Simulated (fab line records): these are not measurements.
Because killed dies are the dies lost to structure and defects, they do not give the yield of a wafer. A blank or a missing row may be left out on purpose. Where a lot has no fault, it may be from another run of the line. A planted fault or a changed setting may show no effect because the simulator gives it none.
Which of the tools did it? / flow sky130 / 11 lots, 33 wafers sampled, at 1 step of a route of 708

## WHAT THE GAUGES READ, wafer by wafer
SKY_FIELD_ISO_CD_MEAS_13 targets a cd of 150 nm. Usual: cd-nm at 150.4 nm, with a standard deviation of 1.7.
lot=L511; measured=day 2 04:16; on=cd-sem-02; cd-nm (nm)=147.6 147.2 148.7; flag=
lot=L512; measured=day 2 07:22; on=cd-sem-02; cd-nm (nm)=151.0 150.1 149.1; flag=
lot=L513; measured=day 2 14:38; on=cd-sem-01; cd-nm (nm)=149.0 148.8 148.4; flag=
lot=L514; measured=day 2 21:37; on=cd-sem-01; cd-nm (nm)=150.1 148.3 147.6; flag=
lot=L516; measured=day 3 08:55; on=cd-sem-02; cd-nm (nm)=150.3 150.7 151.2; flag=
lot=L523; measured=day 4 20:00; on=cd-sem-02; cd-nm (nm)=151.4 150.9 148.7; flag=
lot=L527; measured=day 5 16:57; on=cd-sem-02; cd-nm (nm)=152.6 152.3 153.2; flag=
lot=L528; measured=day 5 20:22; on=cd-sem-02; cd-nm (nm)=150.9 149.9 148.5; flag=
lot=L529; measured=day 6 03:22; on=cd-sem-01; cd-nm (nm)=150.1 150.3 150.0; flag=
lot=L533; measured=day 6 23:47; on=cd-sem-01; cd-nm (nm)=150.2 150.6 151.1; flag=
lot=L534; measured=day 7 04:34; on=cd-sem-01; cd-nm (nm)=153.3 151.2 152.8; flag=

## WHICH TOOL RAN EACH LOT (tool, then ch and the chambers of the sampled wafers, then the start)
The record holds no process step before these readings.

## AS READ BY THE TOOLS THEMSELVES (means over the sampled wafers that have a number; for cases with no such wafer, the mark the record gives instead)
The record holds no such reading with a usual standard deviation.

## THE ANSWER, worked out from the rows above alone
Rule: a lot is off if the mean of its wafers that have a number lies more than 3 standard deviations from the usual mean. A lot without any number at a reading at which 4 lots or more have one is off too. Where the step has rows for the other lots, those lots are counted as sound. After the gauges, taken in route order, come the tools' own readings; for these a lot's mean is taken, as printed above. At the first step where some lot is off, the reading lying furthest off is the one used; lots without a number count as furthest.
No lot is off at any reading shown: from this, nothing can be told.

## WHAT HAD BEEN PUT IN BY THE SIMULATOR
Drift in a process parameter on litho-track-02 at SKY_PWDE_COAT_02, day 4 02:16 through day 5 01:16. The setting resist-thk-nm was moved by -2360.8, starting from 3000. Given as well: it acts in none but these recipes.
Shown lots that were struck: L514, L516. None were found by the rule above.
